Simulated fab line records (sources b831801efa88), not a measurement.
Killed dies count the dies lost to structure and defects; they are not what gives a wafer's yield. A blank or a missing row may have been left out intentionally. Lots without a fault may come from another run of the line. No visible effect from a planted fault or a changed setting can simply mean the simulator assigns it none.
Problem report in the 8D (eight disciplines) form, filled by code    flow sky130    the parts of the form that need people (team, actions taken, sign-off) are left out

== 1. WHAT WENT WRONG ==
Wafers free of any fault read 209.6 (standard deviation 1.5) for VT_ADJUST_HVTR_TW at SKY_VT_ADJUST_HVTR_TW_MEAS_11, against a mean of 234.9 on 6 wafers of 2 lots. Relative to the usual mean, that is a shift of +17 standard deviations.
Seen first at day 12 16:49 on film_metro-01, wafer L503.2. The record holds 36 wafers of 12 lots with a number at this step. Rule for "out" (also "out of limits"): further than 4 standard deviations from the usual mean. The rest of the wafers with a number are treated as sound.

== 2. WHAT IT IS, WHAT IT ISN'T ==
question                     is                            is not
which readings at this step  VT_ADJUST_HVTR_TW             -
which lots                   L503, L505                    L493, L495, L496, L497, L498, L499, L501, L504, L512, L516
which wafers of those lots   all that have a number        -
read on which gauges         film_metro-01, film_metro-04  film_metro-03
when                         from day 12 16:49             up to then (21 sound wafers); but 9 sound wafers of L504, L512, L516 came after

== 3. WHAT RULES OUT EACH SUSPECT ==
Counting: a tool at any process step up to the reading remains a suspect when it ran all the lots that are out and ran no sound lot after the first of those.
- ruled out: the gauge at SKY_VT_ADJUST_HVTR_TW_MEAS_11. Those wafers that are out were read across 2 gauges (film_metro-01, film_metro-04).
- implanter-01 at SKY_VT_ADJUST_HVTR_IMPLANT_09: ruled out as a lasting fault. Sound lots L516 ran on it after its first lot that is out, L503 (day 12 16:35).
Left after counting: nothing in the record.

== 4. THE CAUSE (what the simulator had put in) ==
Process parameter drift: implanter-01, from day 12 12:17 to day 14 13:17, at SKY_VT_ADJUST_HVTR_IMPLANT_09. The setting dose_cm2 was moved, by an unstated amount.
The count ruled it out by mistake, since the rule takes a fault to strike every lot its tool runs from the start of the fault on, and this one did not do so.

== 5. THE CHAIN OF EFFECTS, in route order ==
Rows list readings where the struck wafers' mean (over those with a number) sits beyond 3 standard deviations from the usual. Only readings whose record carries a usual standard deviation are examined. hours: median over the lots of the time between each lot's start at the first step of this table that gives one and its start at this step. sigmas: the change, counted in usual standard deviations.
hours  step                           reading             usual       on struck wafers  change       sigmas
0      SKY_VT_ADJUST_HVTR_IMPLANT_09  dose_ions_cm2       2.0997e+12  3.1315e+12        +1.0318e+12  +99 or more
0      SKY_VT_ADJUST_HVTR_IMPLANT_09  faraday_current_uA  11.84       17.68             +5.84        +22
0      SKY_VT_ADJUST_HVTR_TW_MEAS_11  VT_ADJUST_HVTR_TW   209.6       234.9             +25.3        +17
Here are the process steps it includes:
- SKY_VT_ADJUST_HVTR_IMPLANT_09

== 6. HOW IT WOULD HAVE BEEN CAUGHT EARLIER ==
5 hours passed between the start of the fault at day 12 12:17 and the first reading out of limits at a measuring or inspecting step in this record, taken at day 12 16:49.
Tool's own readings at SKY_VT_ADJUST_HVTR_IMPLANT_09, dose_ions_cm2, faraday_current_uA: out on all struck wafers the step has rows for; an alarm limit on them would have tripped on the first.
